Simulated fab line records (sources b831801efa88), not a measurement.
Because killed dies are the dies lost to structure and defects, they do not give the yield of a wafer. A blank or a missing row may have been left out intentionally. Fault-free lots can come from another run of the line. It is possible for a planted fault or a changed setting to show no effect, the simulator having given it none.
Struck lot and sound lot, side by side / flow sky130 / 21 steps out of a route of 708
Sound: the wafers L120.1, L120.4, L120.6. The struck wafers were L128.1, L128.2, L128.6. The cause comes at the end.
Order at every step that has rows: each side's tool, ch and its chambers, its first start. Under that, the readings that differ: sound wafers / struck wafers / difference of the means / sigmas: that difference in standard deviations of wafers without a fault.
alike: readings with means less than 2 such deviations apart, plus words and numbers identical on both sides. not compared: withheld readings, readings lacking a value on some wafer, bounds such as >300 that could conceal the same value, and numbers that have no deviation in the record and whose values overlap.
A row with sigmas, a row that says differs or no value, or rows on one side alone: a step with any of these is where the two part. Numbers that have no deviation but don't overlap get no sigmas and don't part them. A reading missing from all wafers of one side parts the sides only when that side holds two or more wafers.

first, 5 steps without rows for these wafers: SKY_SD_P_COAT_02 (resist thk 1140 nm); SKY_SD_P_SOFTBAKE_03 (time 60 s); SKY_SD_P_EXPOSE_04 (exposes mask PSDM, target cd 380 nm); SKY_SD_P_PEB_05; SKY_SD_P_DEVELOP_06 (develop time 60 s).
SKY_SD_P_CD_MEAS_07: target cd 380 nm.
  sound on cd sem-02 at day 30 09:32; struck on cd sem-01 at day 32 22:17
  alike: cd nm
SKY_SD_P_OVL_MEAS_08:
  sound on overlay-01 at day 30 09:40; struck on overlay-02 at day 32 22:25
  alike: SD_P_OVL
after that, 1 step had no rows for these wafers: SKY_SD_P_IMPLANT_09.
SKY_SD_P_STRIP_10: strips in O2/N2.
  sound on plasma asher-04 ch 0,1, day 30 09:51; struck on plasma asher-03 ch 0,1, day 32 22:35
  alike: drypump motor current A, oes product au, strip time to endpoint s
  not compared: rf hours counter h
SKY_SD_P_TW_MEAS_11:
  sound on film metro-02 at day 30 09:57; struck on film metro-04 at day 32 22:41
  alike: SD_P_TW
then, 2 steps without rows for these wafers: SKY_RES_XHIGH_DEHYDRATE_00 (time 60 s); SKY_RES_XHIGH_HMDS_01 (prime time 62.52 s).
SKY_RES_XHIGH_COAT_02: resist thk 1140 nm.
  sound on litho track-02 ch 0, day 30 23:11; struck on litho track-02 ch 0, day 33 11:20
reading=model.NOVOLAK_of_RES_XHIGH_COAT_02.thk nm (nm); sound=1142 1141 1143; struck=515.4 514.5 514.2; difference=-627.3; sigmas=
then, 3 steps without rows for these wafers: SKY_RES_XHIGH_SOFTBAKE_03 (time 60 s); SKY_RES_XHIGH_EXPOSE_04 (exposes mask URPM, target cd 1270 nm); SKY_RES_XHIGH_PEB_05.
SKY_RES_XHIGH_DEVELOP_06: develop time 60 s.
  sound on litho track-01 ch 0, day 31 12:53; struck on litho track-02 ch 0, day 34 00:23
reading=model.NOVOLAK_of_RES_XHIGH_COAT_02.thk nm (nm); sound=1142 1140 1142; struck=514.9 514.1 513.8; difference=-627.1; sigmas=
after that, 1 step had no rows for these wafers: SKY_RES_XHIGH_IMPLANT_07.
SKY_RES_XHIGH_STRIP_08: strips in O2/N2.
  sound on plasma asher-02 ch 0,1, day 31 13:11; struck on plasma asher-02 ch 0,1, day 34 00:41
reading=oes product au (a.u.); sound=0.711 0.711 0.710; struck=0.514 0.516 0.521; difference=-0.194; sigmas=-45
reading=strip time to endpoint s (s); sound=14.30 14.29 14.30; struck=6.96 6.94 6.92; difference=-7.36; sigmas=-99 or more
  alike: drypump motor current A
  not compared: rf hours counter h
SKY_RES_XHIGH_TW_MEAS_09:
  sound on film metro-04 at day 31 13:17; struck on film metro-01 at day 34 00:47
  alike: RES_XHIGH_TW
SKY_PAD_OPEN_PROBE_99:
  sound wafers here have rows in the record (prober-01, day 49 05:24); struck ones have none

## WHERE THEY PART
Last at SKY_PAD_OPEN_PROBE_99 as far as this record goes, first at SKY_RES_XHIGH_STRIP_08.

WHY: what the simulator had put in
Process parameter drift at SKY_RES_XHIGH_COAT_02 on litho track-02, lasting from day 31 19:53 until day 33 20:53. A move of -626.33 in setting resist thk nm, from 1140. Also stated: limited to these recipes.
